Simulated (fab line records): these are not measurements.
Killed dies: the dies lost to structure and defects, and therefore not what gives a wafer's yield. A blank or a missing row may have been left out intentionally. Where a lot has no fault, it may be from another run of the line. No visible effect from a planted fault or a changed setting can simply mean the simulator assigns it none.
fab line records	flow sky130
record: lots: 6	wafers: 18	lastDay: 50
route steps=708 shown SONOS_TUNNEL@156 SONOS_ONO@168 PAD_OPEN@708
lots that met no fault: taken from a fault-free run of the same line
startH: hours from the record's opening day to when the first of the lot's shown wafers began	waitH: time in hours since the lot's previous step	" repeats the value in the row above	L1.1+2: several wafers, shown together as one row	- value missing, or start not given	* or withheld: withheld	< > ~ a bound
route shown NAME@n: a module of which the file shows steps, and the number in the route of the first	usual: mean and standard deviation over wafers with no fault	same: alike in all rows	chamber/n: place in a boat	sites: per-site readings	_std_site: standard deviation of those values	_edge_site: the outer-site mean with the inner-site mean subtracted	radiusMm: how far each site lies from the wafer's centre	mask NAME#n: copy n	behind: tool/chamber where the wafer was last shaped	hold: the reason the lot was held/the length of the hold in hours/how it ended	device: names the non-switching transistor (n, p or np)	end of line: at the end of the route, the tests of the same wafers	a step given without rows: its recipe and nothing more	killed: the dies lost at the first sort to structure and to defects; this is not the yield of the wafer	map: shows each die of a wafer: x if killed, . if not, _ if none is there
set.NAME: the setting that was run; set.NAME@STEP: the one run at that earlier step	model.NAME: the simulator's own value behind a step, which no gauge read
certain route steps with their lots: each step a table, each wafer a row
services: when a tool's chamber went out of use (startH, in hours from the record's first day, below 0 if earlier), for how many hours, and the reason
== steps ==
step: SKY_SONOS_TUNNEL_COAT_02
recipe: resist: NOVOLAK	spinRpm: 3000	resistThkNm: 1140
step: SKY_SONOS_TUNNEL_SOFTBAKE_03
recipe: tempC: 90	timeS: 60	resist: NOVOLAK
step: SKY_SONOS_TUNNEL_EXPOSE_04
recipe: maskId: TUNM	na: 0.6	sourceShape: conventional	sigmaOuter: 0.6	polarization: unpolarized	targetCdNm: 410	doseMj: 136
step: SKY_SONOS_TUNNEL_PEB_05
recipe: tempC: withheld	timeS: *	resist: NOVOLAK
step: SKY_SONOS_TUNNEL_DEVELOP_06
recipe: resist: NOVOLAK	developer: TMAH	developTimeS: 60	devTempC: 23
step: SKY_SONOS_TUNNEL_CD_MEAS_07
recipe: targetCdNm: 410
usual: cdNm: 410.2/2.3
lot.wafer	tool	chamber	startH	waitH	cdNm
L276.1	cdSem-01	-	273.76	0.1	408.7
L276.4	"	-	"	"	407.9
L276.5	"	-	"	"	407.4
L278.2	cdSem-01	-	284.89	0.1	410.2
L278.4	"	-	"	"	408.5
L278.6	"	-	"	"	410.6
L282.3	cdSem-02	-	317.69	0.1	414.4
L282.4	"	-	"	"	414.7
L282.6	"	-	"	"	414.0
L284.1	cdSem-02	-	334.36	0.1	411.7
L284.3	"	-	"	"	413.1
L284.5	"	-	"	"	415.0
L285.1	cdSem-01	-	336.36	0.1	411.3
L285.4	"	-	"	"	412.9
L285.5	"	-	"	"	410.3
L295.1	cdSem-02	-	431.62	0.1	409.5
L295.2	"	-	"	"	409.0
L295.6	"	-	"	"	411.8
step: SKY_SONOS_TUNNEL_OVL_MEAS_08
usual: SONOS_TUNNEL_OVL: 0.5/1.1
lot.wafer	tool	chamber	startH	waitH	SONOS_TUNNEL_OVL[nm]
L276.1	overlay-01	-	273.88	0.1	-1.1
L276.4	"	-	"	"	-0.4
L276.5	"	-	"	"	1.0
L278.2	overlay-02	-	284.99	0.1	-0.2
L278.4	"	-	"	"	0.3
L278.6	"	-	"	"	-1.4
L282.3	overlay-01	-	317.78	0.1	-0.7
L282.4	"	-	"	"	0.7
L282.6	"	-	"	"	-0.7
L284.1	overlay-02	-	334.48	0.1	2.1
L284.3	"	-	"	"	1.1
L284.5	"	-	"	"	0.2
L285.1	overlay-02	-	336.48	0.1	1.8
L285.4	"	-	"	"	0.6
L285.5	"	-	"	"	1.1
L295.1	overlay-02	-	431.74	0.1	-1.0
L295.2	"	-	"	"	0.1
L295.6	"	-	"	"	0.9
step: SKY_SONOS_TUNNEL_IMPLANT_09
recipe: species: B	energyKev: 20	doseCm2: 1e+12	tiltDeg: withheld
step: SKY_SONOS_TUNNEL_WET_ETCH_10
recipe: chemistry: dHF	targetDepthNm: 14	target: SiO2	dilution: 100:1	tempC: 25	timeS: 280
step: SKY_SONOS_TUNNEL_STRIP_11
recipe: chemistry: SPM	timeS: 600	tempC: 130
step: SKY_SONOS_TUNNEL_TW_MEAS_12
usual: SONOS_TUNNEL_TW: 199/3
lot.wafer	tool	chamber	startH	waitH	SONOS_TUNNEL_TW
L276.1	filmMetro-01	-	274.33	0.0	195
L276.4	"	-	"	"	194
L276.5	"	-	"	"	196
L278.2	filmMetro-04	-	285.44	0.0	202
L278.4	"	-	"	"	202
L278.6	"	-	"	"	202
L282.3	filmMetro-04	-	318.32	0.0	202
L282.4	"	-	"	"	201
L282.6	"	-	"	"	200
L284.1	filmMetro-04	-	334.94	0.0	201
L284.3	"	-	"	"	200
L284.5	"	-	"	"	201
L285.1	filmMetro-01	-	336.93	0.0	195
L285.4	"	-	"	"	196
L285.5	"	-	"	"	195
L295.1	filmMetro-01	-	432.18	0.0	195
L295.2	"	-	"	"	195
L295.6	"	-	"	"	195
step: SKY_SONOS_TUNNEL_CLEAN_13
recipe: chemistry: dHF	timeS: 20	dilution: 100:1	dry: ipaMarangoni
step: SKY_SONOS_ONO_OXIDATION_00
recipe: tempC: 800	ambient: O2	idleTempC: 700	rampUpCPerMin: 10	rampDownCPerMin: 3	stabiliseS: 600	purgeS: 300	targetThkA: 26	oxTimeS: 1249
usual: rampUpCPerMin: 9.9999/0.0017	spikeTcCentreC: 801.5/1.8	spikeTcUpperC: 800.2/1.1	zonePowerTopPct: 27.8/0.52	zonePowerUpperPct: 14.6/1.4
lot.wafer	tool	chamber	startH	waitH	rampUpCPerMin	spikeTcCentreC	spikeTcUpperC	zonePowerTopPct	zonePowerUpperPct	model.SiO2_of_SONOS_ONO_OXIDATION_00.thkNm
L276.1	furnace-02	0	275.17	0.8	10.002	803.3	801.3	27.4	13.7	2.658
L276.4	"	0	"	"	9.9987	801.8	800.4	27.6	13.8	2.6
L276.5	"	0	"	"	10.002	803.3	800.4	27.2	13.4	2.6
L278.2	furnace-01	0	286.44	0.9	9.9971	800.2	799.7	28.2	16.6	2.562
L278.4	"	0	"	"	10.0000	800.1	801.0	28.2	16.4	2.54
L278.6	"	0	"	"	9.9989	797.9	800.6	28.6	16.5	2.548
L282.3	furnace-01	0	318.47	0.1	10.000	794.2	834.9	22.4	28.5	2.742
L282.4	"	0	"	"	10.002	795.3	834.2	22.1	28.6	2.798
L282.6	"	0	"	"	9.9970	795.2	832.9	22.0	28.5	2.971
L284.1	furnace-02	0	335.76	0.7	10.001	803.8	800.7	27.2	13.4	2.57
L284.3	"	0	"	"	10.001	804.2	799.2	27.2	13.6	2.636
L284.5	"	0	"	"	10.001	803.0	799.4	27.4	13.7	2.643
L285.1	furnace-01	0	338.09	1.1	10.004	795.7	833.6	22.5	28.9	3.025
L285.4	"	0	"	"	9.9999	794.9	832.2	22.3	28.1	3.115
L285.5	"	0	"	"	10.000	795.6	832.6	22.2	28.7	3.131
L295.1	furnace-02	0	436.22	4.0	9.9975	801.4	799.9	27.7	13.5	2.503
L295.2	"	0	"	"	10.001	801.1	799.5	27.5	13.6	2.568
L295.6	"	0	"	"	10.001	803.1	800.2	27.4	13.8	2.538
step: SKY_SONOS_ONO_THK_MEAS_01
recipe: reads: SiO2_of_SONOS_ONO_OXIDATION_00
usual: SONOS_ONO_OXIDATION_THK: 2.57/0.056
lot.wafer	tool	chamber	startH	waitH	SONOS_ONO_OXIDATION_THK[nm]
L276.1	filmMetro-01	-	276.52	0.0	2.69
L276.4	"	-	"	"	2.57
L276.5	"	-	"	"	2.56
L278.2	filmMetro-03	-	287.79	0.0	2.57
L278.4	"	-	"	"	2.58
L278.6	"	-	"	"	2.58
L282.3	filmMetro-02	-	319.83	0.0	2.71
L282.4	"	-	"	"	2.84
L282.6	"	-	"	"	2.99
L284.1	filmMetro-01	-	337.10	0.0	2.59
L284.3	"	-	"	"	2.58
L284.5	"	-	"	"	2.66
L285.1	filmMetro-03	-	339.43	0.0	2.99
L285.4	"	-	"	"	3.08
L285.5	"	-	"	"	3.10
L295.1	filmMetro-02	-	437.57	0.0	2.50
L295.2	"	-	"	"	2.60
L295.6	"	-	"	"	2.55
step: SKY_SONOS_ONO_CVD_02
recipe: material: Si3N4	precursor: DCS/NH3	targetThkNm: 10.5	tempC: 770	timeS: 180	pressureMtorr: 250
step: SKY_PAD_OPEN_PROBE_99
usual: killed_at_M0_to_M3: 45/7.5	killed_at_M4_up: 2.8/1.9	killedAtContacts: 25/5.5	killedAtFrontEnd: 14/4	killedAtOther: 0.3/0.75	killedDies: 87/9.4	killedOpen: 47/6.6	killedShort: 39/6.6
same: grossDies: 492	killedAtBackSide: 0
lot.wafer	tool	chamber	startH	waitH	killed_at_M0_to_M3	killed_at_M4_up	killedAtContacts	killedAtFrontEnd	killedAtOther	killedDies	killedOpen	killedShort	model.etest.sonosErased.driveUaUm	model.etest.capOno.gateLog10ACm2	model.etest.sonosErased.vtV	model.etest.capOno.gateBvV	model.etest.capOno.toxAccNm	model.etest.sonosProgrammed.vtV	model.etest.sonosBaked.vtLessV
L276.1	prober-01	-	1108.34	0.1	33	11	23	19	0	86	47	34	194	-7.889	-2.291	16.26	12.85	1.48	-0.5276
L276.4	prober-01	-	1108.49	0.2	41	4	29	16	0	90	43	47	207.8	-7.73	-2.357	16.45	12.73	1.515	-0.5314
L276.5	prober-01	-	1108.54	0.2	54	3	27	10	0	94	49	45	206.3	-7.821	-2.309	16.23	12.86	1.421	-0.4809
L278.2	prober-02	-	1110.11	0.1	36	4	24	17	0	81	48	33	182.5	-7.89	-2.265	16.59	12.88	1.485	-0.5175
L278.4	prober-02	-	1110.21	0.2	35	1	28	13	0	77	38	39	170.2	-7.88	-2.284	16.25	12.85	1.478	-0.5734
L278.6	prober-02	-	1110.31	0.2	36	6	23	20	0	85	42	43	190.3	-8.123	-2.221	16.62	13	1.376	-0.5278
L282.3	prober-02	-	1133.53	0.2	44	6	25	15	0	90	47	43	184.2	-8.267	-2.12	16.82	13.16	1.357	-0.4353
L282.4	prober-02	-	1133.58	0.2	47	3	23	19	1	93	48	45	162.3	-8.156	-2.066	17.06	13.06	1.379	-0.3813
L282.6	prober-02	-	1133.68	0.2	43	1	23	15	0	82	48	34	132.8	-8.509	-1.783	16.58	13.37	1.287	-0.3906
L284.1	prober-01	-	1138.62	0.1	44	2	24	18	0	88	46	42	183.3	-7.85	-2.273	16.33	12.88	1.413	-0.4277
L284.3	prober-01	-	1138.72	0.2	49	1	21	17	0	88	50	38	175.2	-7.931	-2.251	16.92	12.9	1.438	-0.4212
L284.5	prober-01	-	1138.82	0.2	61	1	26	23	1	112	66	46	192	-7.97	-2.24	16.34	12.95	1.395	-0.3763
L285.1	prober-01	-	1142.26	0.1	42	8	34	14	0	98	48	50	111	-8.655	-1.646	16.62	13.49	1.236	-0.2934
L285.4	prober-01	-	1142.41	0.2	50	1	17	13	0	81	49	32	96.26	-8.861	-1.418	17.41	13.54	1.143	-0.3009
L285.5	prober-01	-	1142.46	0.2	48	4	22	13	0	87	50	37	88.96	-9.045	-1.306	17.25	13.69	1.106	-0.3321
L295.1	prober-01	-	1202.71	0.1	42	2	35	11	0	90	47	43	190.5	-7.675	-2.342	16.13	12.69	1.535	-0.5376
L295.2	prober-01	-	1202.76	0.1	41	0	25	14	0	80	42	38	191.7	-7.667	-2.344	16.18	12.69	1.523	-0.4838
L295.6	prober-01	-	1202.96	0.2	38	3	28	9	2	80	40	40	191.3	-7.826	-2.302	16.23	12.83	1.491	-0.5559
killed by level:class
L276.1 VIA1:geometricParticle:open=9 CONTACT:geometricParticle:open=8 LI_CONTACT:geometricParticle:open=7 VIA2:geometricParticle:open=7 FIELD_ISO:geometricParticle:open=5 METAL4:geometricParticle:short=5 VIA4:areaEtch=5 LOCAL_INTERCONNECT:geometricParticle:short=4
L276.4 CONTACT:geometricParticle:open=13 VIA1:geometricParticle:short=7 METAL2:geometricParticle:short=6 VIA2:geometricParticle:open=6 VIA1:geometricParticle:open=5 METAL1:geometricParticle:short=5 CONTACT:geometricParticle:short=5 VIA2:geometricParticle:short=5
L276.5 VIA1:geometricParticle:open=11 LI_CONTACT:geometricParticle:open=11 METAL2:geometricParticle:short=8 VIA2:geometricParticle:open=8 VIA1:geometricParticle:short=7 LOCAL_INTERCONNECT:geometricParticle:short=6 VIA3:geometricParticle:open=6 CONTACT:geometricParticle:open=5
L278.2 VIA1:geometricParticle:open=9 LI_CONTACT:geometricParticle:open=7 FIELD_ISO:geometricParticle:open=6 CONTACT:geometricParticle:open=6 VIA2:geometricParticle:open=6 METAL1:geometricParticle:short=5 VIA3:geometricParticle:open=5 CONTACT:geometricParticle:short=4
L278.4 CONTACT:geometricParticle:open=11 METAL2:geometricParticle:short=7 LI_CONTACT:geometricParticle:open=6 LI_CONTACT:geometricParticle:short=5 VIA1:geometricParticle:open=5 METAL3:geometricParticle:short=4 POLY_GATE:geometricParticle:short=4 METAL1:geometricParticle:short=4
L278.6 CONTACT:geometricParticle:open=11 VIA1:geometricParticle:open=7 CONTACT:geometricParticle:short=6 VIA1:geometricParticle:short=6 VIA3:geometricParticle:open=6 METAL4:geometricParticle:short=6 FIELD_ISO:geometricParticle:short=5 FIELD_ISO:geometricParticle:open=5
L282.3 VIA1:geometricParticle:open=13 CONTACT:geometricParticle:open=10 VIA3:geometricParticle:open=9 CONTACT:geometricParticle:short=6 LOCAL_INTERCONNECT:geometricParticle:short=5 METAL2:geometricParticle:short=5 METAL1:geometricParticle:short=4 VIA1:geometricParticle:short=4
L282.4 VIA1:geometricParticle:open=10 LI_CONTACT:geometricParticle:open=9 METAL1:geometricParticle:short=9 POLY_GATE:geometricParticle:short=7 CONTACT:geometricParticle:open=6 VIA3:geometricParticle:open=6 METAL2:geometricParticle:short=6 VIA2:geometricParticle:open=5
L282.6 VIA1:geometricParticle:open=10 CONTACT:geometricParticle:open=8 LI_CONTACT:geometricParticle:open=7 VIA2:geometricParticle:open=7 METAL2:geometricParticle:short=7 VIA1:geometricParticle:short=6 POLY_GATE:geometricParticle:open=5 FIELD_ISO:geometricParticle:open=4
L284.1 LI_CONTACT:geometricParticle:open=9 VIA1:geometricParticle:open=8 VIA3:geometricParticle:open=7 LOCAL_INTERCONNECT:geometricParticle:short=6 METAL1:geometricParticle:short=5 CONTACT:geometricParticle:open=5 FIELD_ISO:geometricParticle:short=4 SPACER:geometricParticle:open=4
L284.3 VIA1:geometricParticle:open=10 METAL1:geometricParticle:short=8 CONTACT:geometricParticle:open=8 VIA3:geometricParticle:open=8 FIELD_ISO:geometricParticle:open=6 CONTACT:geometricParticle:short=6 VIA2:geometricParticle:open=6 METAL2:geometricParticle:short=5
L284.5 VIA1:geometricParticle:open=17 FIELD_ISO:geometricParticle:open=10 CONTACT:geometricParticle:open=9 LI_CONTACT:geometricParticle:open=8 METAL1:geometricParticle:short=7 METAL2:geometricParticle:short=7 VIA3:geometricParticle:open=7 CONTACT:geometricParticle:short=5
L285.1 CONTACT:geometricParticle:open=15 VIA1:geometricParticle:open=9 CONTACT:geometricParticle:short=8 VIA3:geometricParticle:open=7 LOCAL_INTERCONNECT:geometricParticle:short=6 METAL4:geometricParticle:short=6 FIELD_ISO:geometricParticle:short=5 METAL1:geometricParticle:short=5
L285.4 VIA1:geometricParticle:open=12 VIA3:geometricParticle:open=11 CONTACT:geometricParticle:open=8 VIA1:geometricParticle:short=7 METAL1:geometricParticle:short=6 POLY_GATE:geometricParticle:open=4 LI_CONTACT:geometricParticle:open=4 CONTACT:geometricParticle:short=4
L285.5 VIA2:geometricParticle:open=10 CONTACT:geometricParticle:open=9 VIA1:geometricParticle:open=9 VIA1:geometricParticle:short=6 VIA3:geometricParticle:short=6 VIA3:geometricParticle:open=6 CONTACT:geometricParticle:short=5 POLY_GATE:geometricParticle:open=4
L295.1 CONTACT:geometricParticle:open=12 METAL2:geometricParticle:short=8 VIA1:geometricParticle:open=8 LI_CONTACT:geometricParticle:open=7 POLY_GATE:geometricParticle:open=6 LI_CONTACT:geometricParticle:short=6 LOCAL_INTERCONNECT:geometricParticle:short=6 VIA2:geometricParticle:open=6
L295.2 CONTACT:geometricParticle:open=12 VIA3:geometricParticle:open=6 METAL1:geometricParticle:short=6 METAL2:geometricParticle:short=6 POLY_GATE:geometricParticle:open=5 POLY_GATE:geometricParticle:short=5 LI_CONTACT:geometricParticle:short=5 VIA1:geometricParticle:open=5
L295.6 METAL2:geometricParticle:short=10 CONTACT:geometricParticle:open=8 CONTACT:geometricParticle:short=7 LI_CONTACT:geometricParticle:short=6 LI_CONTACT:geometricParticle:open=6 VIA2:geometricParticle:open=6 VIA3:geometricParticle:open=4 VIA1:geometricParticle:open=4
== services ==
tool	chamber	startH	hours	kind
furnace-02	-	259.57	3.3	pm
furnace-01	-	266.79	3.0	pm
furnace-02	-	375.52	3.0	pm
furnace-01	-	409.29	3.5	pm
== key ==
firstSign: step: SKY_SONOS_ONO_OXIDATION_00	reading: spikeTcUpperC	direction: up	sigmas: 31	usual: 800.2	struck: 833.4
effect: step: SKY_SONOS_ONO_OXIDATION_00	reading: zonePowerTopPct	direction: down	sigmas: 11	usual: 27.8	struck: 22.2
effect: step: SKY_SONOS_ONO_THK_MEAS_01	reading: SONOS_ONO_OXIDATION_THK	direction: up	sigmas: 6.9	usual: 2.57	struck: 2.95
modelEffect: step: SKY_SONOS_ONO_OXIDATION_00	value: SiO2_of_SONOS_ONO_OXIDATION_00.thkNm	without: 2.562	struck: 2.964
modelEffect: step: SKY_PAD_OPEN_PROBE_99	value: etest.sonosErased.driveUaUm	without: 176.7	struck: 129.2
metAt SKY_SONOS_ONO_OXIDATION_00
struckWafers L282.3,L282.4,L282.6,L285.1,L285.4,L285.5
testerLeftOut L282,L285
onsetBetween 286.44 318.47
fault: kind: processParameterDrift	tool: furnace-01	chamber: -	onsetH: 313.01	steps: SKY_SONOS_ONO_OXIDATION_00	channel: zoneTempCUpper	offset: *	shape: step	endH: 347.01
testerLeftOut: of these lots the tester's yield and bins aren't shown, on N5 and GAA mostly nor the transistor test; their killed dies are dies lost to structure and defects alone, not to doping, threshold or leakage, so they don't give the yield
